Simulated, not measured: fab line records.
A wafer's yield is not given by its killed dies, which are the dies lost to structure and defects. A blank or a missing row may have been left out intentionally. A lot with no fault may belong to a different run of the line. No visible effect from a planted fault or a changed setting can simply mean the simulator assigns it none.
The tool behind it: which one? :: flow sky130 :: Sampling: 11 lots, 33 wafers, 2 of 708 route steps

WHAT THE GAUGES READ, wafer by wafer
SKY_FIELD_ISO_THK_MEAS_23.
lot: L437
measured: day 2 07:05
on: film_metro-02
FIELD_ISO_OXIDATION_01_THK (nm): 10.10 9.99 9.89

lot: L438
measured: day 2 11:25
on: film_metro-04
FIELD_ISO_OXIDATION_01_THK (nm): 10.39 10.37 10.20

lot: L439
measured: day 2 19:25
on: film_metro-04
FIELD_ISO_OXIDATION_01_THK (nm): 10.15 10.18 10.07

lot: L440
measured: day 2 23:26
on: film_metro-04
FIELD_ISO_OXIDATION_01_THK (nm): 10.33 10.06 10.23

lot: L441
measured: day 3 04:52
on: film_metro-02
FIELD_ISO_OXIDATION_01_THK (nm): 9.88 9.99 10.07

lot: L448
measured: day 4 15:50
on: film_metro-02
FIELD_ISO_OXIDATION_01_THK (nm): 10.16 10.08 10.07

lot: L449
measured: day 4 21:04
on: film_metro-04
FIELD_ISO_OXIDATION_01_THK (nm): 10.05 9.93 10.34

lot: L455
measured: day 6 02:51
on: film_metro-03
FIELD_ISO_OXIDATION_01_THK (nm): 10.32 10.51 10.21

lot: L457
measured: day 6 14:19
on: film_metro-02
FIELD_ISO_OXIDATION_01_THK (nm): 10.08 10.04 9.79

lot: L459
measured: day 7 00:29
on: film_metro-02
FIELD_ISO_OXIDATION_01_THK (nm): 10.19 10.00 10.13

lot: L460
measured: day 7 08:11
on: film_metro-04
FIELD_ISO_OXIDATION_01_THK (nm): 10.25 10.14 10.19

WHICH TOOL RAN EACH LOT (tool, then ch and the chambers of the sampled wafers, then the start)
lot: L437
SKY_FIELD_ISO_ETCH_17: rie_si-02 ch 0,1, day 2 05:34

lot: L438
SKY_FIELD_ISO_ETCH_17: rie_si-01 ch 2,3, day 2 09:50

lot: L439
SKY_FIELD_ISO_ETCH_17: rie_si-01 ch 0,1,3, day 2 16:05

lot: L440
SKY_FIELD_ISO_ETCH_17: rie_si-02 ch 0,1,2, day 2 20:26

lot: L441
SKY_FIELD_ISO_ETCH_17: rie_si-01 ch 2,3, day 3 02:08

lot: L448
SKY_FIELD_ISO_ETCH_17: rie_si-02 ch 1,2, day 4 13:58

lot: L449
SKY_FIELD_ISO_ETCH_17: rie_si-01 ch 0,1,3, day 4 18:25

lot: L455
SKY_FIELD_ISO_ETCH_17: rie_si-02 ch 1,3, day 6 01:20

lot: L457
SKY_FIELD_ISO_ETCH_17: rie_si-02 ch 0,2,3, day 6 12:38

lot: L459
SKY_FIELD_ISO_ETCH_17: rie_si-01 ch 0,1,2, day 6 22:58

lot: L460
SKY_FIELD_ISO_ETCH_17: rie_si-02 ch 0,1,3, day 7 04:08
- SKY_FIELD_ISO_ETCH_17: etches Si in HBr/Cl2/O2, target depth 342 nm, time 97.7 s.

THE ANSWER, worked out from the rows above alone
Rule: the lots themselves supply what counts as usual. The widest of any qualifying gaps counts: lots, ordered by their means at a reading, are off when they make up no more than a third of the lots, leave a main group of 4 or more, and stand apart from it by 3 or more times the standard deviation of that group's means. If all means in a main group match to the digits the tables above print for the reading, that group is not used. Also off: a lot with no number at a reading for which 4 or more lots have one. Where the step has rows for the other lots, those lots are counted as sound.
Across all readings shown, no lot is off: no conclusion can be drawn from this.

WHAT THE SIMULATOR PUT IN
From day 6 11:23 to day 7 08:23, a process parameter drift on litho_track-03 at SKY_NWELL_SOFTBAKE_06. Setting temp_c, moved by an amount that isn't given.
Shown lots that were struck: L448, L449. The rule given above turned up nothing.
